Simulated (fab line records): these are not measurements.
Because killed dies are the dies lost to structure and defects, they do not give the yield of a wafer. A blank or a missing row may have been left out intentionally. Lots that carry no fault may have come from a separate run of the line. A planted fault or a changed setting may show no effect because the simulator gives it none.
Struck lot and sound lot, side by side    flow sky130    15 out of 708 route steps
Sound: these wafers, L587.2, L587.4, L587.5. Struck: wafers L597.2, L597.4 (left out: L597.1, a lot-mate that was not struck); the cause follows at the end.
Each step with rows lists, per side, the tool, then ch with its chambers, then its first start. Under that, the readings that differ: sound wafers    struck wafers    difference of the means    sigmas: that difference in standard deviations of wafers without a fault.
alike: readings whose means differ by less than 2 such deviations, and words and numbers that are the same on both sides. not compared: withheld readings, readings that some wafer has no value for, bounds like >300 that may hide the same value, and numbers for which the record gives no deviation and whose values overlap.
A row with sigmas, a row that says differs or no value, or rows on one side alone: a step with any of these is where the two part. Numbers that have no deviation but don't overlap get no sigmas and don't part them. A reading missing from all wafers of one side parts the sides only when that side holds two or more wafers.

first, 1 step without rows for these wafers: SKY_VT_ADJUST_LVTN_IMPLANT_08.
SKY_VT_ADJUST_LVTN_STRIP_09: strips in O2/N2.
  sound on plasmaAsher-02 ch 0,1, day 9 11:22; struck on plasmaAsher-04 ch 1, day 12 16:10
  alike: drypumpMotorCurrentA, o2FlowSccm, oesProductAu, stripTimeToEndpointS
  not compared: rfHoursCounterH
SKY_VT_ADJUST_LVTN_TW_MEAS_10:
  sound: filmMetro-02 at day 9 11:29; struck: filmMetro-03 at day 12 16:16
  alike: VT_ADJUST_LVTN_TW
then, 7 steps without rows for these wafers: SKY_VT_ADJUST_LVTN_DEHYDRATE_11 (time 60 s); SKY_VT_ADJUST_LVTN_HMDS_12 (prime time 60 s); SKY_VT_ADJUST_LVTN_COAT_13 (resist thk 1140 nm); SKY_VT_ADJUST_LVTN_SOFTBAKE_14 (time 60 s); SKY_VT_ADJUST_LVTN_EXPOSE_15 (exposes mask HVN STD DERIVED, target cd 600 nm); SKY_VT_ADJUST_LVTN_PEB_16; SKY_VT_ADJUST_LVTN_DEVELOP_17 (develop time 60 s).
SKY_VT_ADJUST_LVTN_OVL_MEAS_18:
  sound: overlay-01 at day 10 08:59; struck: overlay-01 at day 13 16:58
  alike: VT_ADJUST_LVTN_01_OVL
after that, 1 step had no rows for these wafers: SKY_VT_ADJUST_LVTN_IMPLANT_19.
SKY_VT_ADJUST_LVTN_STRIP_20: strips in O2/N2.
  sound on plasmaAsher-03 ch 0,1, day 10 09:10; struck on plasmaAsher-03 ch 1, day 13 17:10
reading                   sound              struck       difference  sigmas
o2FlowSccm (sccm)         3006 2999 3018     2415 2411    -595        -77
oesProductAu (a.u.)       0.719 0.714 0.720  0.703 0.708  -0.012      -3
stripTimeToEndpointS (s)  14.16 14.15 14.16  14.30 14.34  +0.16       +4
  alike: drypumpMotorCurrentA
  not compared: rfHoursCounterH
SKY_VT_ADJUST_LVTN_TW_MEAS_21:
  sound: filmMetro-03 at day 10 09:17; struck: filmMetro-04 at day 13 17:16
  alike: VT_ADJUST_LVTN_2_TW
-- record jumps: 37 days separate the struck wafers' starts on either side; left off in module VT_ADJUST_LVTN, taken up again in module PAD_OPEN, whose first shown step is the route's number 708 --
SKY_PAD_OPEN_PROBE_99:
  sound: prober-02 at day 48 04:07; struck: prober-01 at day 50 14:20
  alike: killed_at_M0_to_M3, killed_at_M4_up, killedAtContacts, killedAtFrontEnd, killedAtOther, killedDies, killedOpen, killedShort

== WHERE THEY PART ==
Only at SKY_VT_ADJUST_LVTN_STRIP_20, as far as this record shows. Later steps at which nothing parts them and some readings are alike: SKY_VT_ADJUST_LVTN_TW_MEAS_21, SKY_PAD_OPEN_PROBE_99.

WHY: whatever the simulator had introduced
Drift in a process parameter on plasmaAsher-03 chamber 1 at SKY_VT_ADJUST_LVTN_STRIP_20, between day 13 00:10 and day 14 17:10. Setting o2FlowSccm, moved by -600, from 3000. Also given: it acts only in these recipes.
